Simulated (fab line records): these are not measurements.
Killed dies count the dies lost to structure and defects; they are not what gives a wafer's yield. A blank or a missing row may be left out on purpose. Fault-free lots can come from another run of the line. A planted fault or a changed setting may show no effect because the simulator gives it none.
A single fault, viewed from 2 desks :: flow sky130 :: what lay behind the numbers comes last; until then each desk has only its own

== THE TOOL OWNER'S DESK: furnace-02 ==
The tool's own readings at SKY_SONOS_ONO_OXIDATION_00 (stabilise 600 s, purge 300 s, target thk 2.6 nm): means of the sampled wafers that have a number, for each lot that ran on this tool. The brackets show how far a lot's mean lies from the usual mean; more than 4 standard deviations puts the lot out of limits, marked OUT.
Columns: A = ox_temp_c at SKY_SONOS_ONO_OXIDATION_00, usual 800.1 C; B = ox_temp_c_max at SKY_SONOS_ONO_OXIDATION_00, usual 803.2
lot: L319
first seen here: day 11 15:07
A: 799.8
B: 803.3

lot: L323
first seen here: day 13 02:25
A: 800.0
B: 803.7

lot: L324
first seen here: day 13 07:50
A: 800.5
B: 804.3

lot: L325
first seen here: day 13 10:42
A: 800.0
B: 804.2

lot: L340
first seen here: day 18 10:41
A: 800.1
B: 804.2

lot: L341
first seen here: day 18 20:48
A: 800.4
B: 803.6

lot: L342
first seen here: day 19 04:58
A: 799.8
B: 804.0
Finding of this desk: none of the 7 lots has anything out of limits.

== THE METROLOGY DESK ==
What the gauges read, lot by lot, whatever tool the lot ran on: means of the sampled wafers that have a number. The brackets show how far a lot's mean lies from the usual mean; more than 4 standard deviations puts the lot out of limits, marked OUT.
Columns: A = SONOS_ONO_OXIDATION_THK at SKY_SONOS_ONO_THK_MEAS_01, usual 2.58 nm
lot: L319
first seen here: day 11 16:29
A: 2.49

lot: L323
first seen here: day 13 03:46
A: 2.97 (+6.7) OUT

lot: L324
first seen here: day 13 09:11
A: 2.94 (+6.1) OUT

lot: L325
first seen here: day 13 12:04
A: 2.95 (+6.4) OUT

lot: L331
first seen here: day 15 20:34
A: 2.64

lot: L332
first seen here: day 16 06:46
A: 2.55

lot: L333
first seen here: day 16 06:49
A: 2.54

lot: L335
first seen here: day 17 03:28
A: 2.57

lot: L340
first seen here: day 18 12:01
A: 2.68

lot: L341
first seen here: day 18 22:09
A: 2.66

lot: L342
first seen here: day 19 06:18
A: 2.62
This desk's result: L323, L324, L325 out of limits, first on L323 (SONOS_ONO_OXIDATION_THK at SKY_SONOS_ONO_THK_MEAS_01), day 13 03:46. In limits: L319, L331, L332, L333, L335, L340, L341, L342.

== ALL TOGETHER ==
Metrology desk: alarm possible at day 13 03:46 on L323, L324, L325.
The desk of the tool owner found nothing out of limits.
On record at the tool owner's desk: L323, L324, L325, within its limits.
Every lot named ran SKY_SONOS_ONO_OXIDATION_00 on furnace-02.

== WHAT THE SIMULATOR HAD INSERTED ==
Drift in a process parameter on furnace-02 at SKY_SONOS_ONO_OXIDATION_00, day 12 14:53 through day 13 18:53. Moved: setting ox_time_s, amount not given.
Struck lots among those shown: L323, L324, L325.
Time in hours between the start of the fault and the first out-of-limits reading at each desk: metrology desk, 13.
